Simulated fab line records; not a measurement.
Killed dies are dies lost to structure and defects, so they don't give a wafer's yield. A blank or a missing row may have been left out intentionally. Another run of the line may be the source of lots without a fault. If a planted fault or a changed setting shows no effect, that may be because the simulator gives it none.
Split-lot study ; flow gf180mcu ; 23 wafers read from 5 lots, route of 602 steps

== ABOUT THE SPLIT ==
At GF_DUAL_GATE_OXIDATION_02 (stabilise 600 s, purge 300 s, target thk 10.887 nm), the setting tempC was moved away from the recipe's 900 C on 15 of the 23 wafers read, by -0.3% to +0.8%. The other wafers ran this setting at the recipe's value.

The file shows no step between the split and the reading.

== THE READING ==
DUAL_GATE_OXIDATION_00_THK (nm), taken at GF_DUAL_GATE_THK_MEAS_03. Typical for fault-free wafers on this fab line: 10.87 nm, with standard deviation 0.12 nm.

wafer;tool, chamber at the split;tempC as run, C;against the recipe;DUAL_GATE_OXIDATION_00_THK, nm;against lot-mates on the recipe
L076.3;furnace-01, 0;900;recipe;10.86;-
L076.4;furnace-01, 0;900;recipe;10.82;-
L076.6;furnace-01, 0;900;recipe;11.01;-
L078.1;-, -;906;+0.7%;11.70;no lot-mate on the recipe
L078.2;-, -;906;+0.7%;11.64;no lot-mate on the recipe
L078.4;-, -;906;+0.7%;11.45;no lot-mate on the recipe
L078.5;-, -;906;+0.7%;11.55;no lot-mate on the recipe
L078.6;-, -;906;+0.7%;11.75;no lot-mate on the recipe
L079.1;-, -;900;recipe;10.78;-
L079.2;-, -;900;recipe;10.63;-
L079.3;-, -;900;recipe;10.77;-
L079.4;-, -;900;recipe;10.75;-
L079.6;-, -;900;recipe;10.60;-
L080.1;-, -;906.8;+0.8%;11.36;no lot-mate on the recipe
L080.2;-, -;906.8;+0.8%;11.70;no lot-mate on the recipe
L080.4;-, -;906.8;+0.8%;11.55;no lot-mate on the recipe
L080.5;-, -;906.8;+0.8%;11.52;no lot-mate on the recipe
L080.6;-, -;906.8;+0.8%;11.60;no lot-mate on the recipe
L083.1;-, -;897.7;-0.3%;10.54;no lot-mate on the recipe
L083.2;-, -;897.7;-0.3%;10.60;no lot-mate on the recipe
L083.3;-, -;897.7;-0.3%;10.68;no lot-mate on the recipe
L083.5;-, -;897.7;-0.3%;10.68;no lot-mate on the recipe
L083.6;-, -;897.7;-0.3%;10.41;no lot-mate on the recipe

THE FIT
A straight line over all 23 wafers: DUAL_GATE_OXIDATION_00_THK changes by +1.06 nm for each +1% of tempC; r = +0.96; the points scatter about the line by 0.13 nm.
Too few moved wafers have a lot-mate on the recipe to fit a line with each lot's own level taken away.

== THE WHOLE CHAIN: every reading that the file lists as answering this split, in the file's order ==
step;what it does;reading;change (the file's fit);r (the file's)
GF_DUAL_GATE_OXIDATION_02;stabilise 600 s, purge 300 s, target thk 10.887 nm;SiO2_of_DUAL_GATE_OXIDATION_02.thkNm (the simulator's own value, which no gauge read);+1.06 nm for each +1% of the setting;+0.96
GF_DUAL_GATE_THK_MEAS_03;;DUAL_GATE_OXIDATION_00_THK;+1.06 for each +1% of the setting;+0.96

== THE FILE'S OWN FIT ==
DUAL_GATE_OXIDATION_00_THK changes by +1.06 nm for each +1% of tempC, r = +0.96.
